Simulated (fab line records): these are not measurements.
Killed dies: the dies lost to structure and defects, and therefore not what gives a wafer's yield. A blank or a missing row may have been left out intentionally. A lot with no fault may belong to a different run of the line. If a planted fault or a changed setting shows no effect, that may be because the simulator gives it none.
Chamber matching	flow gf180mcu	4 sister chambers for GF_V3_CMP_04 on cmp-02
The step polishes SiO2. 16 wafers are shown with their chamber, then 7 later ones without.

## WAFERS PAIRED WITH THEIR CHAMBERS
wafer	chamber	motorCurrentA (A)	edgeZonePressureFrac	slurryFlowMlMin
L992.1	2	12.2	1.003	149.7
L992.4	3	10.9	0.997	149.7
L992.6	2	12.6	0.994	149.7
L996.1	2	13.0	0.994	150.2
L996.2	0	9.6	0.993	149.7
L996.5	2	13.0	0.996	150.3
L103.4	0	9.7	1.001	150.7
L103.5	0	10.0	1.002	149.9
L107.2	0	10.0	1.001	150.0
L107.3	1	10.3	0.996	150.2
L107.4	3	11.3	1.003	150.2
L108.2	1	10.1	0.992	150.9
L108.4	0	10.1	1.001	149.9
L108.5	0	10.0	0.994	149.7
L111.1	3	11.6	1.002	150.1
L111.3	2	13.2	0.994	150.3

SIGNATURES (averages over the wafers above)
reading	chamber 0	chamber 1	chamber 2	chamber 3	scatter within a chamber
motorCurrentA	9.900	10.200	12.800	11.267	0.304
edgeZonePressureFrac	0.99867	0.99400	0.99620	1.00067	0.00377
slurryFlowMlMin	149.983	150.550	150.040	150.000	0.349
Rule: for each reading, subtract the chamber's mean from the wafer's reading, divide by that reading's scatter and square the result; add these up over the readings and take the root, which gives the wafer's distance from the chamber. The wafer belongs to the nearest chamber; if the next one is less than 2 further off, it can't be placed. The scatter: take each reading less its chamber's mean, square it, sum over the shown wafers, divide by the number of wafers less the number of chambers, and take the root.

## WAFERS WHOSE CHAMBER IS MISSING
wafer	motorCurrentA (A)	edgeZonePressureFrac	slurryFlowMlMin
L111.6	10.4	0.996	150.3
L112.1	10.9	1.002	149.9
L112.3	10.0	1.000	150.6
L112.6	12.8	1.006	150.4
L114.3	11.6	1.008	149.5
L114.4	12.5	0.999	150.0
L114.5	10.5	1.006	149.7

## THE CHAMBER EACH PASSED THROUGH
wafer	from the rows above	in truth
L111.6	can't be placed: 1 or 0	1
L112.1	3	3
L112.3	can't be placed: 1 or 0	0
L112.6	2	2
L114.3	3	3
L114.4	2	2
L114.5	can't be placed: 0 or 3 or 1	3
Correct placement for 4 of the 7. From these rows, 3 cannot be placed; in 3 the true chamber is one of the candidates. 0 placed wrongly.
